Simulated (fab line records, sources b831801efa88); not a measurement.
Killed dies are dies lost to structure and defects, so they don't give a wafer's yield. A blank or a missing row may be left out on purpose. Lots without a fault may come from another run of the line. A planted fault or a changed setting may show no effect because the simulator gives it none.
fab line records | flow sky130
record lots=5 wafers=23
route steps=708 shown POLY_GATE@230 LDD_P@258 LDD_HVN@275 LDD_HVP@286 POLY_CUT@310 SD_P@326 RES_XHIGH@334 SD_N@348
start_h: hours from the record's first day to the start of the lot's first wafer shown | wait_h: hours since the lot's step before | " the same as in the row above | L1.1+2: a row that stands for several wafers | - no value, or no start given | * or withheld: withheld | < > ~ a bound
route shown NAME@n: a module of which the file shows steps, and the number in the route of the first | usual: mean/standard deviation of fault-free wafers | same: alike in all rows | chamber/n: place in a boat | sites: the reading at each site | _std_site: their standard deviation | _edge_site: outer sites' mean less inner sites' | radius_mm: how far each site lies from the wafer's centre | mask NAME#n: copy n | behind: the tool/chamber that last shaped the wafer | hold: why the lot was held/for how many hours/how that ended | device: the transistor (n, p or np) that didn't switch | end of line: the same wafers' tests at the end of the route | a step without rows: its recipe alone | killed: dies lost to structure and defects at the first sort, not the wafer's yield | map: a wafer's dies, x killed, . not, _ none there
set.NAME: the setting as run; set.NAME@STEP: as run at that earlier step | model.NAME: the simulator's own value behind a step, which no gauge read
lots whose settings were changed on purpose; a table a step, a row a wafer
## steps
# step SKY_POLY_GATE_ETCH_16
# recipe stop_on=poly-Si chemistry=CH3F/O2 target=Si3N4 source_w=400 bias_w=80 pressure_mtorr=25 ch3f_flow_sccm=40 O2_flow_sccm=30 time_s=147.5 target_depth_a=750
# columns lot.wafer tool chamber start_h wait_h set.bias_w set.resist_thk_nm@POLY_GATE_COAT_08 model.KrF-thick_of_POLY_GATE_COAT_08.thk_nm
L076.1 rie_diel-03 1 391.17 0.0 74.71 462.7 252.5
L076.2 " 0 " " 80 462.7 250
L076.3 " 2 " " 80 450 236.7
L076.4 " 3 " " 74.71 450 237.4
L076.5 " 2 " " 74.71 450 237.8
L078.2 rie_diel-04 2 406.03 0.0 80 450 229.2
L078.5 " 3 " " 80 450 230.7
L078.6 " 0 " " 80 450 233.6
L079.2 rie_diel-03 0 412.03 0.0 80 450 232.1
L079.3 " 3 " " 70.46 457.2 246.2
L079.4 " 1 " " 70.46 450 241.2
L079.5 " 3 " " 70.46 457.2 243.2
L079.6 " 2 " " 80 450 230.4
L080.1 rie_diel-03 3 424.62 0.0 80 439.3 223.2
L080.2 " 1 " " 80 439.3 225.4
L080.3 " 2 " " 80 450 233.1
L080.4 " 0 " " 80 439.3 220.4
L080.5 " 1 " " 80 450 236.7
L085.1 rie_diel-04 3 470.48 0.0 84.42 450 226.6
L085.2 " 0 " " 84.42 460.8 238.9
L085.3 " 1 " " 80 450 233.8
L085.5 " 1 " " 84.42 450 229.4
L085.6 " 0 " " 80 460.8 242.4
# step SKY_POLY_GATE_ETCH_17
# recipe target_depth_nm=180 stop_on=SiO2 over_etch_frac=0.56667 chemistry=HBr/Cl2 target=poly-Si icp_w=400 bias_w=100 pressure_mtorr=10 HBr_flow_sccm=150 Cl2_flow_sccm=50 time_s=70.5
# columns lot.wafer tool chamber start_h wait_h set.resist_thk_nm@POLY_GATE_COAT_08 model.KrF-thick_of_POLY_GATE_COAT_08.thk_nm
L076.1 rie_si-01 2 391.26 0.0 462.7 158.3
L076.2 " 1 " " 462.7 153.3
L076.3 " 0 " " 450 143.1
L076.4+5 " 2,0 " " 450 143.8
L078.2 rie_si-02 3 406.13 0.0 450 136
L078.5 " 2 " " 450 137.4
L078.6 " 3 " " 450 140.4
L079.2 rie_si-02 2 412.13 0.0 450 138.2
L079.3 " 0 " " 457.2 150.2
L079.4 " 1 " " 450 146.7
L079.5 " 3 " " 457.2 148.6
L079.6 " 0 " " 450 133.6
L080.1 rie_si-02 3 424.71 0.0 439.3 129.7
L080.2 " 0 " " 439.3 131.2
L080.3 " 2 " " 450 138.4
L080.4 " 1 " " 439.3 126
L080.5 " 2 " " 450 142.4
L085.1 rie_si-01 0 470.58 0.0 450 132.5
L085.2 " 1 " " 460.8 143.4
L085.3 " 2 " " 450 139.3
L085.5 " 1 " " 450 134
L085.6 " 2 " " 460.8 147.4
# step SKY_POLY_GATE_STRIP_18
# recipe chemistry=O2/N2 power_w=1400 pressure_mtorr=1500 platen_temp_c=withheld o2_flow_sccm=3000 n2_flow_sccm=300 overash_fraction=0.5
# usual strip_time_to_endpoint_s=3.155/0.028
# columns lot.wafer tool chamber start_h wait_h set.resist_thk_nm@POLY_GATE_COAT_08 strip_time_to_endpoint_s
L076.1 plasma_asher-01 1 391.32 0.0 462.7 3.369
L076.2 " 0 " " 462.7 3.310
L076.3 " 1 " " 450 3.193
L076.4 " 0 " " 450 3.210
L076.5 " 0 " " 450 3.217
L078.2 plasma_asher-04 1 406.18 0.0 450 3.123
L078.5 " 0 " " 450 3.122
L078.6 " 1 " " 450 3.162
L079.2 plasma_asher-01 1 412.18 0.0 450 3.130
L079.3 " 0 " " 457.2 3.287
L079.4 " 1 " " 450 3.228
L079.5 " 0 " " 457.2 3.269
L079.6 " 1 " " 450 3.111
L080.1 plasma_asher-03 0 424.77 0.0 439.3 3.060
L080.2 " 1 " " 439.3 3.066
L080.3 " 1 " " 450 3.135
L080.4 " 0 " " 439.3 3.001
L080.5 " 1 " " 450 3.177
L085.1 plasma_asher-04 1 470.63 0.0 450 3.086
L085.2 " 0 " " 460.8 3.215
L085.3 " 0 " " 450 3.163
L085.5 " 1 " " 450 3.127
L085.6 " 0 " " 460.8 3.243
# step SKY_LDD_P_SOFTBAKE_03
# recipe temp_c=90 time_s=60 resist=NOVOLAK
# columns lot.wafer tool chamber start_h wait_h set.temp_c
L076.1+4 litho_track-01 0 440.19 0.1 90
L076.2+3+5 " 0 " " 87.99
L078.2+5+6 litho_track-02 0 455.93 0.1 90
L079.2+5 litho_track-01 0 463.71 0.1 92.36
L079.3+4+6 " 0 " " 90
L080.1+4+5 litho_track-02 0 474.76 0.1 91
L080.2+3 " 0 " " 90
L085.1+6 litho_track-01 0 519.99 0.1 93.15
L085.2+3+5 " 0 " " 90
# step SKY_LDD_P_DEVELOP_06
# recipe resist=NOVOLAK developer=TMAH develop_time_s=60 dev_temp_c=23
# columns lot.wafer tool chamber start_h wait_h set.dev_temp_c set.temp_c@LDD_P_SOFTBAKE_03 model.NOVOLAK_of_LDD_P_COAT_02.thk_nm
L076.1 litho_track-04 0 456.09 0.1 23 90 1135
L076.2 " 0 " " 23 87.99 1141
L076.3+5 " 0 " " 23 87.99 1139
L076.4 " 0 " " 23 90 1133
L078.2 litho_track-02 0 470.73 0.1 23 90 1127
L078.5 " 0 " " 23 90 1131
L078.6 " 0 " " 23 90 1132
L079.2 litho_track-02 0 479.03 0.1 21.4 92.36 1131
L079.3 " 0 " " 23 90 1137
L079.4 " 0 " " 21.4 90 1138
L079.5 " 0 " " 23 92.36 1131
L079.6 " 0 " " 23 90 1140
L080.1 litho_track-02 0 489.91 0.1 25.1 91 1126
L080.2 " 0 " " 25.1 90 1130
L080.3 " 0 " " 23 90 1130
L080.4 " 0 " " 23 91 1129
L080.5 " 0 " " 25.1 91 1130
L085.1 litho_track-01 0 534.64 0.1 19.89 93.15 1122
L085.2+5 " 0 " " 23 90 1134
L085.3 " 0 " " 19.89 90 1128
L085.6 " 0 " " 23 93.15 1124
# step SKY_LDD_P_CD_MEAS_07
# recipe target_cd_nm=380
# usual cd_nm=380.1/2
# columns lot.wafer tool chamber start_h wait_h set.dev_temp_c@LDD_P_DEVELOP_06 cd_nm
L076.1 cd_sem-02 - 456.24 0.1 23 382.9
L076.2 " - " " 23 378.6
L076.3 " - " " 23 381.7
L076.4 " - " " 23 380.6
L076.5 " - " " 23 383.3
L078.2 cd_sem-01 - 470.88 0.1 23 381.1
L078.5 " - " " 23 379.2
L078.6 " - " " 23 377.6
L079.2 cd_sem-02 - 479.18 0.1 21.4 384.1
L079.3 " - " " 23 378.3
L079.4 " - " " 21.4 384.0
L079.5 " - " " 23 377.8
L079.6 " - " " 23 375.9
L080.1 cd_sem-01 - 490.06 0.1 25.1 376.3
L080.2 " - " " 25.1 373.4
L080.3 " - " " 23 382.0
L080.4 " - " " 23 382.3
L080.5 " - " " 25.1 377.2
L085.1 cd_sem-01 - 534.79 0.1 19.89 391.5
L085.2 " - " " 23 384.5
L085.3 " - " " 19.89 390.0
L085.5 " - " " 23 381.5
L085.6 " - " " 23 381.7
# step SKY_LDD_P_IMPLANT_09
# recipe species=BF2 energy_kev=25 dose_cm2=1e+13 tilt_deg=withheld
# step SKY_LDD_P_STRIP_10
# recipe chemistry=O2/N2 power_w=1400 pressure_mtorr=1500 platen_temp_c=withheld o2_flow_sccm=3000 n2_flow_sccm=300 overash_fraction=0.5
# usual strip_time_to_endpoint_s=14.10/0.04
# columns lot.wafer tool chamber start_h wait_h set.temp_c@LDD_P_SOFTBAKE_03 strip_time_to_endpoint_s
L076.1 plasma_asher-03 1 456.55 0.1 90 14.12
L076.2 " 0 " " 87.99 14.19
L076.3 " 1 " " 87.99 14.18
L076.4 " 0 " " 90 14.10
L076.5 " 0 " " 87.99 14.17
L078.2 plasma_asher-01 0 471.16 0.1 90 14.03
L078.5 " 1 " " 90 14.06
L078.6 " 0 " " 90 14.09
L079.2 plasma_asher-01 0 479.46 0.1 92.36 14.08
L079.3 " 0 " " 90 14.14
L079.4 " 1 " " 90 14.14
L079.5 " 0 " " 92.36 14.09
L079.6 " 1 " " 90 14.18
L080.1 plasma_asher-03 1 490.36 0.1 91 14.02
L080.2 " 0 " " 90 14.07
L080.3 " 0 " " 90 14.08
L080.4 " 1 " " 91 14.04
L080.5 " 1 " " 91 14.08
L085.1 plasma_asher-01 0 535.09 0.1 93.15 13.98
L085.2 " 1 " " 90 14.10
L085.3 " 0 " " 90 14.03
L085.5 " 1 " " 90 14.10
L085.6 " 0 " " 93.15 13.98
# step SKY_LDD_HVN_IMPLANT_08
# recipe species=P energy_kev=60 dose_cm2=3e+13 tilt_deg=40
# columns lot.wafer tool chamber start_h wait_h set.energy_kev model.implant.drp_nm
L076.1+2+3+4+5 implanter-03 0 487.42 0.0 60 28.15
L078.2+5+6 implanter-02 0 502.45 0.0 60 28.15
L079.2+6 implanter-02 0 509.60 0.0 60 28.15
L079.3+4+5 " 0 " " 58.97 27.73
L080.1+2+3+4+5 implanter-04 0 520.77 0.0 60 28.15
L085.1+5 implanter-04 0 565.72 0.0 61.13 28.61
L085.2+3+6 " 0 " " 60 28.15
# step SKY_LDD_HVP_IMPLANT_08
# recipe species=B energy_kev=20 dose_cm2=1.7e+13 tilt_deg=17.9
# columns lot.wafer tool chamber start_h wait_h set.dose_cm2
L076.1+2+3+4+5 implanter-01 0 517.61 0.0 1.7e+13
L078.2+5+6 implanter-01 0 532.69 0.0 1.7e+13
L079.2+3+5 implanter-03 0 539.99 0.0 1.7e+13
L079.4+6 " 0 " " 1.578e+13
L080.1+2+3+4+5 implanter-01 0 550.96 0.0 1.7e+13
L085.1+3+6 implanter-03 0 595.52 0.0 1.7e+13
L085.2+5 " 0 " " 1.735e+13
# step SKY_LDD_HVP_STRIP_09
# recipe chemistry=O2/N2 power_w=1400 pressure_mtorr=1500 platen_temp_c=withheld o2_flow_sccm=3000 n2_flow_sccm=300 overash_fraction=0.5
# step SKY_LDD_HVP_TW_MEAS_10
# usual LDD_HVP_TW=455.6/2.3
# columns lot.wafer tool chamber start_h wait_h set.dose_cm2@LDD_HVP_IMPLANT_08 LDD_HVP_TW
L076.1 film_metro-04 - 517.86 0.1 1.7e+13 454.4
L076.2 " - " " 1.7e+13 456.2
L076.3 " - " " 1.7e+13 455.0
L076.4 " - " " 1.7e+13 453.4
L076.5 " - " " 1.7e+13 450.2
L078.2 film_metro-04 - 532.92 0.1 1.7e+13 454.8
L078.5 " - " " 1.7e+13 452.0
L078.6 " - " " 1.7e+13 454.2
L079.2 film_metro-04 - 540.22 0.1 1.7e+13 452.2
L079.3 " - " " 1.7e+13 453.0
L079.4 " - " " 1.578e+13 442.8
L079.5 " - " " 1.7e+13 452.7
L079.6 " - " " 1.578e+13 440.6
L080.1 film_metro-02 - 551.21 0.1 1.7e+13 455.7
L080.2 " - " " 1.7e+13 458.0
L080.3 " - " " 1.7e+13 456.9
L080.4 " - " " 1.7e+13 459.9
L080.5 " - " " 1.7e+13 458.5
L085.1 film_metro-02 - 595.77 0.1 1.7e+13 451.4
L085.2 " - " " 1.735e+13 457.2
L085.3 " - " " 1.7e+13 451.9
L085.5 " - " " 1.735e+13 456.4
L085.6 " - " " 1.7e+13 453.8
# step SKY_POLY_CUT_COAT_03
# recipe resist=KrF-thick spin_rpm=3000 resist_thk_nm=450
# columns lot.wafer tool chamber start_h wait_h set.spin_rpm model.KrF-thick_of_POLY_CUT_COAT_03.thk_nm
L076.1 litho_track-01 0 - - 3000 453
L076.2 " 0 " " 3000 452.8
L076.3 " 0 " " 3000 451.6
L076.4 " 0 " " 3192 438
L076.5 " 0 " " 3192 439.6
L078.2 litho_track-04 0 - - 3000 451.2
L078.5 " 0 " " 3000 450.3
L078.6 " 0 " " 3000 450.9
L079.2 litho_track-01 0 - - 3000 450.5
L079.3+4 " 0 " " 2921 456.4
L079.5 " 0 " " 3000 449
L079.6 " 0 " " 3000 450
L080.1 litho_track-02 0 - - 3000 450.6
L080.2 " 0 " " 2788 468.9
L080.3 " 0 " " 2788 467.5
L080.4 " 0 " " 3000 450.8
L080.5 " 0 " " 3000 450.4
L085.1 litho_track-04 0 - - 2905 458.7
L085.2 " 0 " " 2905 459.1
L085.3 " 0 " " 3000 451.8
L085.5 " 0 " " 3000 451.4
L085.6 " 0 " " 2905 457.5
# step SKY_POLY_CUT_ETCH_10
# recipe chemistry=N2/H2 target=BARC ion_energy_ev=200 source_w=500 bias_w=100 pressure_mtorr=30 n2_flow_sccm=100 h2_flow_sccm=200 stop_on=SiO2 time_s=45.9 target_depth_a=600
# columns lot.wafer tool chamber start_h wait_h set.ion_energy_ev
L076.1+3+4 rie_diel-01 3,0,1 580.81 0.0 191.2
L076.2+5 " 2,3 " " 200
L078.2+5+6 rie_diel-02 0,2,3 595.04 0.0 200
L079.2+4+6 rie_diel-01 3,2,2 603.35 0.0 179.4
L079.3+5 " 0,1 " " 200
L080.1+5 rie_diel-01 3,0 613.50 0.0 182.6
L080.2+3+4 " 0,1,2 " " 200
L085.1+2+3 rie_diel-02 2,3,1 654.66 0.0 184
L085.5+6 " 0,1 " " 200
# step SKY_POLY_CUT_ETCH_11
# recipe target=Si3N4 chemistry=CF4/CH2F2/Ar stop_on=poly-Si source_w=600 bias_w=150 pressure_mtorr=40 cf4_flow_sccm=40 ch2f2_flow_sccm=20 Ar_flow_sccm=150 time_s=42.5 target_depth_a=600
# step SKY_POLY_CUT_STRIP_12
# recipe chemistry=O2/N2 power_w=1400 pressure_mtorr=1500 platen_temp_c=withheld o2_flow_sccm=3000 n2_flow_sccm=300 overash_fraction=0.5
# usual strip_time_to_endpoint_s=5.364/0.017
# columns lot.wafer tool chamber start_h wait_h set.spin_rpm@POLY_CUT_COAT_03 strip_time_to_endpoint_s
L076.1 plasma_asher-03 0 580.89 0.0 3000 5.393
L076.2 " 1 " " 3000 5.383
L076.3 " 1 " " 3000 5.378
L076.4 " 0 " " 3192 5.245
L076.5 " 0 " " 3192 5.257
L078.2 plasma_asher-02 0 595.12 0.0 3000 5.371
L078.5 " 0 " " 3000 5.361
L078.6 " 1 " " 3000 5.353
L079.2 plasma_asher-02 1 603.43 0.0 3000 5.379
L079.3 " 1 " " 2921 5.428
L079.4 " 0 " " 2921 5.424
L079.5 " 1 " " 3000 5.350
L079.6 " 0 " " 3000 5.359
L080.1 plasma_asher-01 0 613.58 0.0 3000 5.381
L080.2 " 1 " " 2788 5.554
L080.3 " 0 " " 2788 5.518
L080.4 " 1 " " 3000 5.356
L080.5 " 0 " " 3000 5.378
L085.1 plasma_asher-02 0 654.75 0.0 2905 5.444
L085.2 " 1 " " 2905 5.469
L085.3 " 0 " " 3000 5.373
L085.5 " 0 " " 3000 5.362
L085.6 " 1 " " 2905 5.422
# step SKY_SD_P_DEVELOP_06
# recipe resist=NOVOLAK developer=TMAH develop_time_s=60 dev_temp_c=23
# columns lot.wafer tool chamber start_h wait_h set.develop_time_s
L076.1+2+4 litho_track-03 0 609.63 0.1 60
L076.3+5 " 0 " " 55.37
L078.2+5+6 litho_track-02 0 623.93 0.1 60
L079.2+3+5 litho_track-01 0 632.01 0.1 60
L079.4+6 " 0 " " 55.77
L080.1+2 litho_track-02 0 641.41 0.1 60
L080.3+4+5 " 0 " " 54.89
L085.1+2+5 litho_track-01 0 683.39 0.1 68.55
L085.3+6 " 0 " " 60
# step SKY_SD_P_CD_MEAS_07
# recipe target_cd_nm=380
# usual cd_nm=379.7/2.2
# columns lot.wafer tool chamber start_h wait_h set.develop_time_s@SD_P_DEVELOP_06 cd_nm
L076.1 cd_sem-01 - 609.78 0.1 60 375.9
L076.2 " - " " 60 376.6
L076.3 " - " " 55.37 369.9
L076.4 " - " " 60 378.1
L076.5 " - " " 55.37 369.7
L078.2 cd_sem-02 - 624.08 0.1 60 378.2
L078.5 " - " " 60 379.4
L078.6 " - " " 60 377.7
L079.2 cd_sem-02 - 632.15 0.1 60 381.9
L079.3 " - " " 60 379.9
L079.4 " - " " 55.77 376.0
L079.5 " - " " 60 380.4
L079.6 " - " " 55.77 374.1
L080.1 cd_sem-01 - 641.56 0.1 60 376.9
L080.2 " - " " 60 380.5
L080.3 " - " " 54.89 368.4
L080.4 " - " " 54.89 371.8
L080.5 " - " " 54.89 369.1
L085.1 cd_sem-01 - 683.54 0.1 68.55 390.7
L085.2 " - " " 68.55 391.8
L085.3 " - " " 60 378.2
L085.5 " - " " 68.55 394.9
L085.6 " - " " 60 378.6
# step SKY_RES_XHIGH_COAT_02
# recipe resist=NOVOLAK spin_rpm=3000 resist_thk_nm=1140
# columns lot.wafer tool chamber start_h wait_h set.resist_thk_nm model.NOVOLAK_of_RES_XHIGH_COAT_02.thk_nm
L076.1 litho_track-03 0 623.53 0.1 1109 1104
L076.2 " 0 " " 1109 1105
L076.3 " 0 " " 1140 1139
L076.4 " 0 " " 1140 1137
L076.5 " 0 " " 1140 1135
L078.2 litho_track-04 0 638.87 0.1 1140 1146
L078.5 " 0 " " 1140 1143
L078.6 " 0 " " 1140 1144
L079.2+3 litho_track-04 0 646.02 0.1 1100 1104
L079.4 " 0 " " 1140 1145
L079.5 " 0 " " 1140 1144
L079.6 " 0 " " 1100 1102
L080.1 litho_track-03 0 655.28 0.1 1193 1190
L080.2 " 0 " " 1193 1192
L080.3 " 0 " " 1140 1138
L080.4 " 0 " " 1140 1140
L080.5 " 0 " " 1193 1193
L085.1 litho_track-04 0 697.74 0.1 1181 1187
L085.2 " 0 " " 1140 1140
L085.3 " 0 " " 1140 1146
L085.5 " 0 " " 1181 1188
L085.6 " 0 " " 1140 1144
# step SKY_RES_XHIGH_SOFTBAKE_03
# recipe temp_c=90 time_s=60 resist=NOVOLAK
# step SKY_RES_XHIGH_EXPOSE_04
# recipe mask_id=URPM na=0.6 source_shape=conventional sigma_outer=0.6 polarization=unpolarized target_cd_nm=1270 dose_mj=140
# step SKY_RES_XHIGH_DEVELOP_06
# recipe resist=NOVOLAK developer=TMAH develop_time_s=60 dev_temp_c=23
# step SKY_RES_XHIGH_IMPLANT_07
# recipe species=BF2 energy_kev=20 dose_cm2=3.6e+14 tilt_deg=0
# step SKY_RES_XHIGH_STRIP_08
# recipe chemistry=O2/N2 power_w=1400 pressure_mtorr=1500 platen_temp_c=withheld o2_flow_sccm=3000 n2_flow_sccm=300 overash_fraction=0.5
# usual strip_time_to_endpoint_s=14.30/0.045
# columns lot.wafer tool chamber start_h wait_h set.resist_thk_nm@RES_XHIGH_COAT_02 strip_time_to_endpoint_s
L076.1 plasma_asher-03 1 638.88 0.1 1109 13.84
L076.2 " 0 " " 1109 13.85
L076.3 " 0 " " 1140 14.26
L076.4 " 1 " " 1140 14.24
L076.5 " 1 " " 1140 14.20
L078.2 plasma_asher-03 1 653.28 0.1 1140 14.33
L078.5 " 0 " " 1140 14.30
L078.6 " 1 " " 1140 14.33
L079.2 plasma_asher-04 1 660.79 0.1 1100 13.83
L079.3 " 1 " " 1100 13.86
L079.4 " 0 " " 1140 14.35
L079.5 " 1 " " 1140 14.32
L079.6 " 0 " " 1100 13.82
L080.1 plasma_asher-03 0 670.48 0.1 1193 14.83
L080.2 " 1 " " 1193 14.84
L080.3 " 1 " " 1140 14.26
L080.4 " 0 " " 1140 14.28
L080.5 " 1 " " 1193 14.86
L085.1 plasma_asher-03 1 711.68 0.1 1181 14.79
L085.2 " 0 " " 1140 14.27
L085.3 " 1 " " 1140 14.33
L085.5 " 0 " " 1181 14.81
L085.6 " 1 " " 1140 14.31
# step SKY_SD_N_DEVELOP_06
# recipe resist=NOVOLAK developer=TMAH develop_time_s=60 dev_temp_c=23
# columns lot.wafer tool chamber start_h wait_h set.dev_temp_c
L076.1+4+5 litho_track-04 0 667.24 0.1 23
L076.2+3 " 0 " " 21.35
L078.2+5+6 litho_track-02 0 681.48 0.1 23
L079.2+6 litho_track-04 0 688.67 0.1 23
L079.3+4+5 " 0 " " 20.34
L080.1+4 litho_track-04 0 698.19 0.1 20.75
L080.2+3+5 " 0 " " 23
L085.1+5+6 litho_track-02 0 739.41 0.1 23.95
L085.2+3 " 0 " " 23
# step SKY_SD_N_CD_MEAS_07
# recipe target_cd_nm=380
# usual cd_nm=379.0/2.3
# columns lot.wafer tool chamber start_h wait_h set.dev_temp_c@SD_N_DEVELOP_06 cd_nm
L076.1 cd_sem-01 - 667.39 0.1 23 381.9
L076.2 " - " " 21.35 387.6
L076.3 " - " " 21.35 387.0
L076.4 " - " " 23 382.2
L076.5 " - " " 23 379.8
L078.2 cd_sem-01 - 681.63 0.1 23 378.8
L078.5 " - " " 23 380.4
L078.6 " - " " 23 377.9
L079.2 cd_sem-01 - 688.81 0.1 23 383.5
L079.3 " - " " 20.34 388.7
L079.4 " - " " 20.34 387.5
L079.5 " - " " 20.34 388.2
L079.6 " - " " 23 381.7
L080.1 cd_sem-02 - 698.34 0.1 20.75 385.3
L080.2 " - " " 23 379.9
L080.3 " - " " 23 379.2
L080.4 " - " " 20.75 386.7
L080.5 " - " " 23 380.1
L085.1 cd_sem-01 - 739.56 0.1 23.95 378.9
L085.2 " - " " 23 379.9
L085.3 " - " " 23 381.0
L085.5 " - " " 23.95 379.2
L085.6 " - " " 23.95 379.3
## key
split step=SKY_POLY_GATE_ETCH_16 setting=bias_w stated=80 by=wafer
response none clear
split step=SKY_LDD_P_SOFTBAKE_03 setting=temp_c stated=90 by=wafer
response step=SKY_LDD_P_DEVELOP_06 reading=model.NOVOLAK_of_LDD_P_COAT_02.thk_nm change=-2.58 per=1% r=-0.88
response step=SKY_LDD_P_STRIP_10 reading=strip_time_to_endpoint_s change=* per=1% r=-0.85
split step=SKY_LDD_P_DEVELOP_06 setting=dev_temp_c stated=23 by=wafer
response step=SKY_LDD_P_CD_MEAS_07 reading=cd_nm change=-0.691 per=1% r=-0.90
split step=SKY_LDD_HVN_IMPLANT_08 setting=energy_kev stated=60 by=wafer
response step=SKY_LDD_HVN_IMPLANT_08 reading=model.implant.drp_nm change=+0.242 per=1% r=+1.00
split step=SKY_LDD_HVP_IMPLANT_08 setting=dose_cm2 stated=1.7e+13 by=wafer
response step=SKY_LDD_HVP_TW_MEAS_10 reading=LDD_HVP_TW change=+1.58 per=1% r=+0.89
split step=SKY_POLY_CUT_COAT_03 setting=spin_rpm stated=3000 by=wafer
response step=SKY_POLY_CUT_COAT_03 reading=model.KrF-thick_of_POLY_CUT_COAT_03.thk_nm change=-2.33 per=1% r=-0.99
response step=SKY_POLY_CUT_STRIP_12 reading=strip_time_to_endpoint_s change=* per=1% r=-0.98
split step=SKY_POLY_CUT_ETCH_10 setting=ion_energy_ev stated=200 by=wafer
response none clear
split step=SKY_SD_P_DEVELOP_06 setting=develop_time_s stated=60 by=wafer
response step=SKY_SD_P_CD_MEAS_07 reading=cd_nm change=+0.966 per=1% r=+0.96
split step=SKY_RES_XHIGH_COAT_02 setting=resist_thk_nm stated=1140 by=wafer
response step=SKY_RES_XHIGH_COAT_02 reading=model.NOVOLAK_of_RES_XHIGH_COAT_02.thk_nm change=+11.7 per=1% r=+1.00
response step=SKY_RES_XHIGH_STRIP_08 reading=strip_time_to_endpoint_s change=* per=1% r=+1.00
split step=SKY_SD_N_DEVELOP_06 setting=dev_temp_c stated=23 by=wafer
response step=SKY_SD_N_CD_MEAS_07 reading=cd_nm change=-0.582 per=1% r=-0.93
split outside_this_file step=SKY_POLY_GATE_COAT_08 setting=resist_thk_nm
# split outside_this_file: this setting was split too, and the file shows its column; the key of that split is in another file
